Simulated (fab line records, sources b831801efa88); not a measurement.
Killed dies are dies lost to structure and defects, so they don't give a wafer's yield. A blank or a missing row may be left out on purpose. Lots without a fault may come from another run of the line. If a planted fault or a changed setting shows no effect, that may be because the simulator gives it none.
fab line records ; flow gf180mcu
record: lots: 7; wafers: 21; last_day: 34
route steps=602 shown STI@28 DNWELL@32 NWELL@42 LVPWELL@54
lots that met no fault: taken from a fault-free run of the same line
start_h: hours from the record's opening day to when the first of the lot's shown wafers began ; wait_h: hours from the lot's prior step to this one ; " as in the row above ; L1.1+2: a row that stands for several wafers ; - no value present, or no start provided ; * or withheld: withheld ; < > ~ a bound
route shown NAME@n: names a module that has steps shown in the file, with the first one's number in the route ; usual: the fault-free wafers' mean and standard deviation ; same: alike in all rows ; chamber/n: place in a boat ; sites: the reading at each site ; _std_site: how widely they spread, as a standard deviation ; _edge_site: inner sites' mean taken away from outer sites' mean ; radius_mm: how far each site lies from the wafer's centre ; mask NAME#n: copy n ; behind: tool/chamber where the wafer was last shaped ; hold: why the lot went on hold/how many hours it stayed there/how the hold came to an end ; device: transistor that didn't switch, given as n, p or np ; end of line: the route-end tests of the same wafers ; a step given without rows: its recipe and nothing more ; killed: at the first sort, the dies lost to defects and structure; wafer yield is something else ; map: a wafer's dies, x killed, . not, _ none there
set.NAME: the setting as run; set.NAME@STEP: as run at that earlier step ; model.NAME: the simulator's own value behind a step, which no gauge read
lots at selected steps of the route; one table per step, one row per wafer
services: from which hour (start_h, from the record's first day; less than 0 if before it) a tool's chamber was out of use, for how many hours, and why
== steps ==
step: GF_STI_WET_ETCH_27
recipe: chemistry: H3PO4; target_depth_nm: 160; target: Si3N4; temp_c: 160; time_s: 1825
step: GF_STI_WET_ETCH_28
recipe: chemistry: dHF; target_depth_nm: 20; dry: ipa_marangoni; target: SiO2; temp_c: 25; dilution: 10:1; time_s: 40
step: GF_STI_OXIDATION_29
recipe: temp_c: 900; ambient: O2; stabilise_s: 600; purge_s: 300; target_thk_a: 100; ox_time_s: 1418
step: GF_STI_THK_MEAS_30
recipe: reads: SiO2_of_STI_OXIDATION_29
usual: STI_OXIDATION_02_THK: 10.07/0.23
lot.wafer;tool;chamber;start_h;wait_h;STI_OXIDATION_02_THK[nm]
L720.1;film_metro-04;-;64.17;0.0;10.17
L720.2;film_metro-04;-;64.17;0.0;10.27
L720.4;film_metro-04;-;64.17;0.0;10.18
L726.1;film_metro-04;-;98.92;0.0;10.07
L726.2;film_metro-04;-;98.92;0.0;10.26
L726.4;film_metro-04;-;98.92;0.0;10.15
L727.2;film_metro-03;-;108.49;0.0;9.69
L727.3;film_metro-03;-;108.49;0.0;9.89
L727.5;film_metro-03;-;108.49;0.0;9.84
L728.2;film_metro-01;-;108.49;0.0;9.76
L728.4;film_metro-01;-;108.49;0.0;9.95
L728.5;film_metro-01;-;108.49;0.0;9.96
L729.2;film_metro-01;-;117.78;0.0;9.94
L729.5;film_metro-01;-;117.78;0.0;10.19
L729.6;film_metro-01;-;117.78;0.0;10.12
L730.2;film_metro-03;-;117.78;0.0;9.77
L730.3;film_metro-03;-;117.78;0.0;10.04
L730.6;film_metro-03;-;117.78;0.0;10.15
L737.3;film_metro-04;-;149.80;0.0;10.25
L737.4;film_metro-04;-;149.80;0.0;10.15
L737.5;film_metro-04;-;149.80;0.0;10.19
step: GF_DNWELL_DEHYDRATE_00
recipe: temp_c: 200; time_s: 60
step: GF_DNWELL_HMDS_01
recipe: prime_time_s: 60; prime_temp_c: 120
step: GF_DNWELL_COAT_02
recipe: spin_rpm: 2000; resist_thk_nm: 3000
step: GF_DNWELL_SOFTBAKE_03
recipe: temp_c: 110; time_s: withheld
step: GF_DNWELL_EXPOSE_04
recipe: mask_id: DNWELL; target_cd_nm: 1700; na: 0.6; source_shape: conventional; sigma_outer: 0.6; dose_mj: 260
step: GF_DNWELL_PEB_05
recipe: temp_c: 115; time_s: withheld
step: GF_DNWELL_DEVELOP_06
recipe: wall_angle_deg: 90; develop_time_s: 58.26; dev_temp_c: 23
step: GF_DNWELL_IMPLANT_07
recipe: species: P; energy_kev: 1500; dose_cm2: 1e+13; tilt_deg: 0
step: GF_DNWELL_STRIP_08
recipe: chemistry: O2/N2; power_w: 1400; pressure_mtorr: 1500; platen_temp_c: 250; o2_flow_sccm: 3000; n2_flow_sccm: 300; overash_fraction: 0.5
usual: chamber_pressure_mTorr: 1499.9/1.4; drypump_motor_current_A: 5.7/0.39; heater_power_w: 335/23; n2_flow_sccm: 300.0/0.8; oes_product_au: 0.722/0.0047; strip_time_to_endpoint_s: 36.97/0.11
lot.wafer;tool;chamber;start_h;wait_h;chamber_pressure_mTorr;drypump_motor_current_A;heater_power_w;n2_flow_sccm;oes_product_au;rf_hours_counter_h;strip_time_to_endpoint_s;model.coat_of_DNWELL_COAT_02.thk_nm
L720.1;plasma_asher-01;0;76.86;0.1;1498.7;5.6;343;300.8;0.722;26;37.04;0
L720.2;plasma_asher-01;1;76.86;0.1;1499.8;6.1;344;299.8;0.725;26;37.05;0
L720.4;plasma_asher-01;1;76.86;0.1;1502.1;6.1;350;301.2;0.719;-;36.99;0
L726.1;plasma_asher-02;1;112.86;0.1;1501.0;6.0;310;299.3;0.726;40;36.92;0
L726.2;plasma_asher-02;0;112.86;0.1;1499.7;5.3;368;300.4;0.718;40;37.02;0
L726.4;plasma_asher-02;0;112.86;0.1;1497.2;5.3;366;299.8;0.730;-;37.06;0
L728.2;plasma_asher-02;1;122.81;0.1;-;-;-;-;-;-;-;3002
L728.4;plasma_asher-02;1;122.81;0.1;-;-;-;-;-;-;-;3000
L728.5;plasma_asher-02;0;122.81;0.1;-;-;-;-;-;-;-;2999
L727.2;plasma_asher-04;0;123.16;0.1;-;-;-;-;-;-;-;2994
L727.3;plasma_asher-04;1;123.16;0.1;-;-;-;-;-;-;-;3008
L727.5;plasma_asher-04;0;123.16;0.1;-;-;-;-;-;-;-;2997
L730.2;plasma_asher-01;0;131.31;0.1;-;-;-;-;-;-;-;3000
L730.3;plasma_asher-01;1;131.31;0.1;-;-;-;-;-;-;-;2995
L730.6;plasma_asher-01;1;131.31;0.1;-;-;-;-;-;-;-;2988
L729.2;plasma_asher-04;1;131.66;0.1;1496.8;6.0;291;299.1;0.716;46;37.13;0
L729.5;plasma_asher-04;0;131.66;0.1;1499.8;5.0;337;298.7;0.724;-;37.05;0
L729.6;plasma_asher-04;1;131.66;0.1;1500.6;6.0;293;300.2;0.729;-;37.06;0
L737.3;plasma_asher-01;1;164.59;0.1;1498.1;6.1;358;300.2;0.718;-;36.86;0
L737.4;plasma_asher-01;0;164.59;0.1;1499.3;5.6;336;299.7;0.727;-;36.89;0
L737.5;plasma_asher-01;0;164.59;0.1;1500.3;5.6;343;301.1;0.730;-;36.78;0
step: GF_DNWELL_TW_MEAS_09
usual: DNWELL_TW: 1331/9.9
lot.wafer;tool;chamber;start_h;wait_h;DNWELL_TW
L720.1;film_metro-02;-;76.96;0.1;1312
L720.2;film_metro-02;-;76.96;0.1;1317
L720.4;film_metro-02;-;76.96;0.1;1315
L726.1;film_metro-04;-;112.96;0.1;1331
L726.2;film_metro-04;-;112.96;0.1;1332
L726.4;film_metro-04;-;112.96;0.1;1339
L728.2;film_metro-02;-;122.92;0.1;1349
L728.4;film_metro-02;-;122.92;0.1;1342
L728.5;film_metro-02;-;122.92;0.1;1348
L727.2;film_metro-01;-;123.27;0.1;1336
L727.3;film_metro-01;-;123.27;0.1;1334
L727.5;film_metro-01;-;123.27;0.1;1342
L730.2;film_metro-04;-;131.42;0.1;1331
L730.3;film_metro-04;-;131.42;0.1;1330
L730.6;film_metro-04;-;131.42;0.1;1333
L729.2;film_metro-01;-;131.77;0.1;1341
L729.5;film_metro-01;-;131.77;0.1;1342
L729.6;film_metro-01;-;131.77;0.1;1346
L737.3;film_metro-02;-;164.68;0.1;1318
L737.4;film_metro-02;-;164.68;0.1;1320
L737.5;film_metro-02;-;164.68;0.1;1314
step: GF_NWELL_DEHYDRATE_00
recipe: temp_c: 200; time_s: 60
step: GF_NWELL_HMDS_01
recipe: prime_time_s: 60; prime_temp_c: 120
step: GF_NWELL_COAT_02
recipe: spin_rpm: 2000; resist_thk_nm: 3000
step: GF_NWELL_SOFTBAKE_03
recipe: temp_c: 110; time_s: withheld
step: GF_NWELL_EXPOSE_04
recipe: mask_id: Nwell; target_cd_nm: 860; na: 0.6; source_shape: conventional; sigma_outer: 0.6; dose_mj: 260
step: GF_NWELL_PEB_05
recipe: temp_c: 115; time_s: withheld
step: GF_NWELL_DEVELOP_06
recipe: wall_angle_deg: 90; develop_time_s: 60; dev_temp_c: 23
step: GF_NWELL_OVL_MEAS_07
usual: NWELL_OVL: 0.7/1.4
lot.wafer;tool;chamber;start_h;wait_h;NWELL_OVL[nm]
L720.1;overlay-02;-;89.21;-;-1.0
L720.2;overlay-02;-;89.21;-;1.1
L720.4;overlay-02;-;89.21;-;0.2
L726.1;overlay-02;-;127.36;-;2.0
L726.2;overlay-02;-;127.36;-;-0.2
L726.4;overlay-02;-;127.36;-;2.0
L728.2;overlay-01;-;137.41;-;-1.0
L728.4;overlay-01;-;137.41;-;-1.3
L728.5;overlay-01;-;137.41;-;0.5
L727.2;overlay-02;-;137.76;-;0.8
L727.3;overlay-02;-;137.76;-;1.8
L727.5;overlay-02;-;137.76;-;0.0
L730.2;overlay-02;-;147.27;-;2.6
L730.3;overlay-02;-;147.27;-;2.3
L730.6;overlay-02;-;147.27;-;1.4
L729.2;overlay-01;-;147.41;-;0.2
L729.5;overlay-01;-;147.41;-;1.2
L729.6;overlay-01;-;147.41;-;0.8
L737.3;overlay-01;-;181.22;-;0.0
L737.4;overlay-01;-;181.22;-;1.0
L737.5;overlay-01;-;181.22;-;1.9
step: GF_NWELL_IMPLANT_08
recipe: species: P; energy_kev: 450; dose_cm2: 1.5e+13; tilt_deg: 0
step: GF_NWELL_IMPLANT_09
recipe: species: P; energy_kev: 160; dose_cm2: 4e+12; tilt_deg: 0
step: GF_NWELL_STRIP_10
recipe: chemistry: O2/N2; power_w: 1400; pressure_mtorr: 1500; platen_temp_c: 250; o2_flow_sccm: 3000; n2_flow_sccm: 300; overash_fraction: 0.5
usual: chamber_pressure_mTorr: 1500.1/1.3; drypump_motor_current_A: 5.4/0.49; heater_power_w: 332/21; n2_flow_sccm: 300.0/0.86; oes_product_au: 0.722/0.0046; strip_time_to_endpoint_s: 36.99/0.11
lot.wafer;tool;chamber;start_h;wait_h;chamber_pressure_mTorr;drypump_motor_current_A;heater_power_w;n2_flow_sccm;oes_product_au;rf_hours_counter_h;strip_time_to_endpoint_s
L720.1;plasma_asher-02;0;89.54;0.1;1501.7;5.2;365;300.8;0.721;38;36.92
L720.2;plasma_asher-02;1;89.54;0.1;1502.0;6.0;307;301.5;0.721;38;36.94
L720.4;plasma_asher-02;0;89.54;0.1;1502.0;5.3;364;300.2;0.722;-;36.84
L726.1;plasma_asher-03;1;127.70;0.1;1500.1;5.2;308;299.2;0.728;1;37.05
L726.2;plasma_asher-03;0;127.70;0.1;1500.3;4.7;318;299.4;0.728;1;36.93
L726.4;plasma_asher-03;0;127.70;0.1;1500.1;4.7;311;299.1;0.719;-;36.93
L728.2;plasma_asher-01;0;137.74;0.1;1501.0;5.6;349;300.5;0.744;33;81.39
L728.4;plasma_asher-01;1;137.74;0.1;1502.2;6.1;351;300.5;0.739;-;81.38
L728.5;plasma_asher-01;0;137.74;0.1;1500.4;5.6;348;300.2;0.740;-;81.29
L727.2;plasma_asher-02;1;138.09;0.1;1498.6;6.0;316;299.4;0.735;43;81.07
L727.3;plasma_asher-02;0;138.09;0.1;1500.2;5.3;351;300.4;0.745;-;81.32
L727.5;plasma_asher-02;0;138.09;0.1;1501.7;5.3;369;301.4;0.741;-;81.08
L730.2;plasma_asher-03;1;147.60;0.1;1500.3;5.2;311;297.9;0.743;3;81.58
L730.3;plasma_asher-03;0;147.60;0.1;1498.6;4.6;319;299.2;0.743;-;81.37
L730.6;plasma_asher-03;1;147.60;0.1;1500.9;5.2;315;298.1;0.743;-;81.23
L729.2;plasma_asher-01;0;147.74;0.1;1499.2;5.6;345;300.3;0.717;34;36.99
L729.5;plasma_asher-01;1;147.74;0.1;1498.8;6.1;349;300.4;0.718;-;37.08
L729.6;plasma_asher-01;0;147.74;0.1;1498.1;5.6;349;301.2;0.721;-;36.99
L737.3;plasma_asher-01;0;181.58;0.1;1500.7;5.6;348;299.5;0.714;-;37.01
L737.4;plasma_asher-01;1;181.58;0.1;1499.6;6.1;348;300.4;0.724;-;36.94
L737.5;plasma_asher-01;0;181.58;0.1;1500.2;5.6;336;300.4;0.720;-;36.90
step: GF_NWELL_TW_MEAS_11
usual: NWELL_TW: 1560/13
lot.wafer;tool;chamber;start_h;wait_h;NWELL_TW
L720.1;film_metro-01;-;89.64;0.1;1563
L720.2;film_metro-01;-;89.64;0.1;1563
L720.4;film_metro-01;-;89.64;0.1;1565
L726.1;film_metro-03;-;127.80;0.1;1587
L726.2;film_metro-03;-;127.80;0.1;1585
L726.4;film_metro-03;-;127.80;0.1;1584
L728.2;film_metro-02;-;137.85;0.1;30
L728.4;film_metro-02;-;137.85;0.1;30
L728.5;film_metro-02;-;137.85;0.1;30
L727.2;film_metro-02;-;138.20;0.1;30
L727.3;film_metro-02;-;138.20;0.1;30
L727.5;film_metro-02;-;138.20;0.1;30
L730.2;film_metro-01;-;147.71;0.1;30
L730.3;film_metro-01;-;147.71;0.1;30
L730.6;film_metro-01;-;147.71;0.1;30
L729.2;film_metro-02;-;147.85;0.1;1540
L729.5;film_metro-02;-;147.85;0.1;1546
L729.6;film_metro-02;-;147.85;0.1;1547
L737.3;film_metro-01;-;181.66;0.1;1559
L737.4;film_metro-01;-;181.66;0.1;1561
L737.5;film_metro-01;-;181.66;0.1;1559
step: GF_LVPWELL_DEHYDRATE_00
recipe: temp_c: 200; time_s: 60
== services ==
tool;chamber;start_h;hours;kind
plasma_asher-04;-;101.16;1.5;repair
plasma_asher-03;-;108.75;9.0;pm
plasma_asher-03;0;108.75;9.0;vent_cycle
plasma_asher-03;1;108.75;9.0;vent_cycle
plasma_asher-03;0;117.75;-;clean
plasma_asher-03;1;117.75;-;clean
plasma_asher-01;-;123.77;2.8;pm
plasma_asher-04;-;159.66;1.0;repair
plasma_asher-03;-;164.94;0.5;repair
== key ==
first_sign: step: GF_DNWELL_STRIP_08; reading: tool_record; direction: missing
effect: step: GF_NWELL_STRIP_10; reading: strip_time_to_endpoint_s; direction: up; sigmas: 99+; usual: *; struck: *
effect: step: GF_NWELL_TW_MEAS_11; reading: NWELL_TW; direction: down; sigmas: 99+; usual: 1560; struck: 30
model_effect: step: GF_DNWELL_STRIP_08; value: coat_of_DNWELL_COAT_02.thk_nm; without: 0; struck: 2998
met_at GF_DNWELL_STRIP_08
struck_wafers L727.2,L727.3,L727.5,L728.2,L728.4,L728.5,L730.2,L730.3,L730.6
sort_left_out L727.2,L727.3,L727.5,L728.2,L728.4,L728.5,L730.2,L730.3,L730.6
tester_left_out L727,L728,L730
onset_between 112.86 122.81
fault: kind: skipped_step_whole; tool: plasma_asher-01,plasma_asher-02,plasma_asher-04; chamber: -; onset_h: 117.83; steps: GF_DNWELL_STRIP_08; scope: struck_lots_only
tester_left_out: of these lots the tester's yield and bins aren't shown, on N5 and GAA mostly nor the transistor test; their killed dies are dies lost to structure and defects alone, not to doping, threshold or leakage, so they don't give the yield
sort_left_out: the simulated sort isn't trusted on such a fault, so these wafers' sort isn't shown, and their yield isn't known
